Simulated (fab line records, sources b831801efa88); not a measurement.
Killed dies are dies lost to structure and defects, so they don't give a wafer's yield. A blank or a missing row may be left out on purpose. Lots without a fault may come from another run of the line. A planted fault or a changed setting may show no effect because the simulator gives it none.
A struck lot beside a sound one | flow gf180mcu | 14 steps out of a route of 602
Sound: wafers L669.1, L669.5, L669.6. Struck: wafers L663.1, L663.3, L663.5. The cause comes at the end.
At each step with rows: each side's tool, then ch and its chambers, then its first start. Under that, the readings that differ: sound wafers | struck wafers | difference of the means | sigmas: that difference in standard deviations of wafers without a fault.
alike: readings whose means differ by less than 2 such deviations, and words and numbers that are the same on both sides. not compared: withheld readings, readings that some wafer has no value for, bounds like >300 that may hide the same value, and numbers for which the record gives no deviation and whose values overlap.
The two part at a step that has a row with sigmas, a row that says differs or no value, or rows on one side only. Numbers that don't overlap but have no deviation are shown without sigmas and don't part them. A reading that every wafer of one side lacks parts them only if that side has two wafers or more.

GF_VT_IMPLANT_RS_MEAS_47: measures by four-point-probe.
  sound on film_metro-03, day 12 03:12; struck on film_metro-01, day 10 11:52
  alike: NWELL_RS
GF_VT_IMPLANT_RS_MEAS_48: measures by four-point-probe.
  sound on film_metro-03, day 12 03:19; struck on film_metro-01, day 10 11:59
  alike: LVPWELL_RS
GF_VT_IMPLANT_RS_MEAS_49: measures by four-point-probe.
  sound on film_metro-03, day 12 03:26; struck on film_metro-01, day 10 12:06
  alike: MVPSD_RS
then, 4 steps without rows for these wafers: GF_VT_IMPLANT_WET_ETCH_50 (etches SiO2 in dHF, target depth 20 nm, time 400 s); GF_DUAL_GATE_CLEAN_00 (cleans in SC1/SC2, time 150 s); GF_DUAL_GATE_CLEAN_01 (cleans in dHF, time 20 s); GF_DUAL_GATE_OXIDATION_02 (stabilise 600 s, purge 300 s, target thk 10.887 nm).
GF_DUAL_GATE_THK_MEAS_03:
  sound on film_metro-04, day 12 05:11; struck on film_metro-03, day 10 13:50
  alike: DUAL_GATE_OXIDATION_00_THK
then, 4 steps without rows for these wafers: GF_DUAL_GATE_DEHYDRATE_04 (time 60 s); GF_DUAL_GATE_HMDS_05 (prime time 60 s); GF_DUAL_GATE_COAT_06 (resist thk 1000 nm); GF_DUAL_GATE_SOFTBAKE_07 (time 60 s).
GF_DUAL_GATE_EXPOSE_08: exposes mask Dualgate, target cd 700 nm.
  sound on iline_stepper-02 ch 0, day 12 14:40; struck on iline_stepper-01, day 10 22:47
  no value came back on the struck wafers for exposure_dose_mJ_cm2, focus_offset_nm (nm); on the sound wafers exposure_dose_mJ_cm2 reads 140.12 140.30 140.06
  alike: mask
then, 1 step without rows for these wafers: GF_DUAL_GATE_PEB_09.

WHERE THEY PART
Only at GF_DUAL_GATE_EXPOSE_08, within this record.

WHY: what the simulator had put in
Skipped step whole: iline_stepper-01, from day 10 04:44 on, at GF_DUAL_GATE_EXPOSE_08. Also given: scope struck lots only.
